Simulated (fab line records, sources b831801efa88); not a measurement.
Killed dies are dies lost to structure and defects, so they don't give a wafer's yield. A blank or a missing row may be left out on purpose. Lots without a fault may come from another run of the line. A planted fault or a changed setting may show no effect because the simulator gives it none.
Split-lot experiment | flow gf180mcu | 5 lots, 23 wafers read, on a route of 602 steps

THE SPLIT
At GF_HV_LDD_IMPLANT_33, the setting dose_cm2 was moved away from the recipe's 7.5e+12 on 11 of the 23 wafers read, by -12.6% to +13.0%. The other wafers ran this setting at the recipe's value.

FROM THE SPLIT TO THE READING: what the file shows between them, 10 steps
- GF_HV_LDD_IMPLANT_34
- GF_HV_LDD_IMPLANT_35
- GF_HV_LDD_IMPLANT_36
- GF_HV_LDD_STRIP_37: strips in O2/N2
- GF_HV_LDD_TW_MEAS_38
- GF_HV_LDD_IMPLANT_48 (also split here: dose_cm2)
- GF_HV_LDD_STRIP_49: strips in O2/N2
- GF_HV_LDD_TW_MEAS_50
- GF_HV_LDD_CLEAN_51: cleans in SC1/SC2, time 150 s
- GF_HV_LDD_RTA_52: time 10 s

THE READING
HV_LDD_RS, in ohm/sq, at GF_HV_LDD_RS_MEAS_53 (measures by four-point-probe). Fault-free wafers of this fab line usually give 427.0 ohm/sq, standard deviation 0.89 ohm/sq.

wafer  | tool, chamber at the split | dose_cm2 as run | against the recipe | HV_LDD_RS, ohm/sq | against lot-mates on the recipe
L074.1 | implanter-02, 0            | 7.5e+12         | recipe             | 426.3             | -
L074.2 | implanter-02, 0            | 7.5e+12         | recipe             | 428.7             | -
L074.3 | implanter-02, 0            | 7.5e+12         | recipe             | 428.4             | -
L074.4 | implanter-02, 0            | 8.477e+12       | +13.0%             | 425.8             | -2.0
L074.5 | implanter-02, 0            | 8.477e+12       | +13.0%             | 425.5             | -2.3
L077.1 | implanter-01, 0            | 6.555e+12       | -12.6%             | 430.3             | +2.5
L077.2 | implanter-01, 0            | 7.5e+12         | recipe             | 428.4             | -
L077.4 | implanter-01, 0            | 6.555e+12       | -12.6%             | 430.8             | +3.0
L077.5 | implanter-01, 0            | 6.555e+12       | -12.6%             | 430.4             | +2.6
L077.6 | implanter-01, 0            | 7.5e+12         | recipe             | 427.2             | -
L081.1 | implanter-01, 0            | 7.5e+12         | recipe             | 426.9             | -
L081.2 | implanter-01, 0            | 6.621e+12       | -11.7%             | 430.1             | +3.2
L081.3 | implanter-01, 0            | 6.621e+12       | -11.7%             | 429.4             | +2.5
L081.5 | implanter-01, 0            | 6.621e+12       | -11.7%             | 428.6             | +1.7
L081.6 | implanter-01, 0            | 7.5e+12         | recipe             | 426.9             | -
L082.2 | implanter-01, 0            | 7.5e+12         | recipe             | 426.8             | -
L082.3 | implanter-01, 0            | 7.5e+12         | recipe             | 426.1             | -
L082.5 | implanter-01, 0            | 7.5e+12         | recipe             | 426.3             | -
L084.1 | implanter-01, 0            | 8.29e+12        | +10.5%             | 423.6             | -2.4
L084.2 | implanter-01, 0            | 7.5e+12         | recipe             | 425.8             | -
L084.3 | implanter-01, 0            | 8.29e+12        | +10.5%             | 424.3             | -1.7
L084.4 | implanter-01, 0            | 7.5e+12         | recipe             | 426.2             | -
L084.5 | implanter-01, 0            | 8.29e+12        | +10.5%             | 424.9             | -1.1

THE FIT
A straight line over all 23 wafers: HV_LDD_RS changes by -0.215 ohm/sq for each +1% of dose_cm2; r = -0.89; the points scatter about the line by 0.96 ohm/sq.
The same after taking each lot's own level away (the mean of its wafers on the recipe; 23 wafers): -0.191 ohm/sq for each +1%; r = -0.94; scatter 0.58 ohm/sq.
On that fit, the largest move of dose_cm2 shifts the reading by 2.5 ohm/sq.
The lots' own levels span 426.00 to 427.80 ohm/sq, that is 2.0 times the standard deviation above.
So the lot-to-lot level changes the slope: the two fits differ.
Check: with one of the wafers moved furthest among these (+13.0%) left out of the fit, the line predicts -2.42 ohm/sq for it against its lot-mates. It came out at -2 ohm/sq against them.

OTHER SPLITS ON THESE WAFERS
These wafers also went through other splits before the reading. Each is held against what the fit with the lots' levels taken away leaves over:
other split on the same wafers      | wafers away from the commonest value | r with HV_LDD_RS (lot level and that fit taken away)
GF_DUAL_GATE_COAT_06 spin_rpm       | 9                                    | -0.19
GF_DUAL_GATE_STRIP_13 power_w       | 10                                   | -0.01
GF_HV_LDD_DEVELOP_06 develop_time_s | 9                                    | +0.18
GF_HV_LDD_COAT_14 spin_rpm          | 5                                    | +0.24
GF_HV_LDD_DEVELOP_18 dev_temp_c     | 5                                    | +0.30
GF_HV_LDD_DEVELOP_30 develop_time_s | 6                                    | +0.11
GF_HV_LDD_IMPLANT_48 dose_cm2       | 6                                    | +0.43

THE WHOLE CHAIN: every reading that the file lists as answering this split, in the file's order
step                 | what it does                 | reading     | change (the file's fit)            | r (the file's)
GF_HV_LDD_TW_MEAS_38 |                              | HV_LDD_3_TW | +1.15 for each +1% of the setting  | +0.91
GF_HV_LDD_RS_MEAS_53 | measures by four-point-probe | HV_LDD_RS   | -0.191 for each +1% of the setting | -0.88

THE FILE'S OWN FIT
HV_LDD_RS changes by -0.191 ohm/sq for each +1% of dose_cm2, r = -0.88.
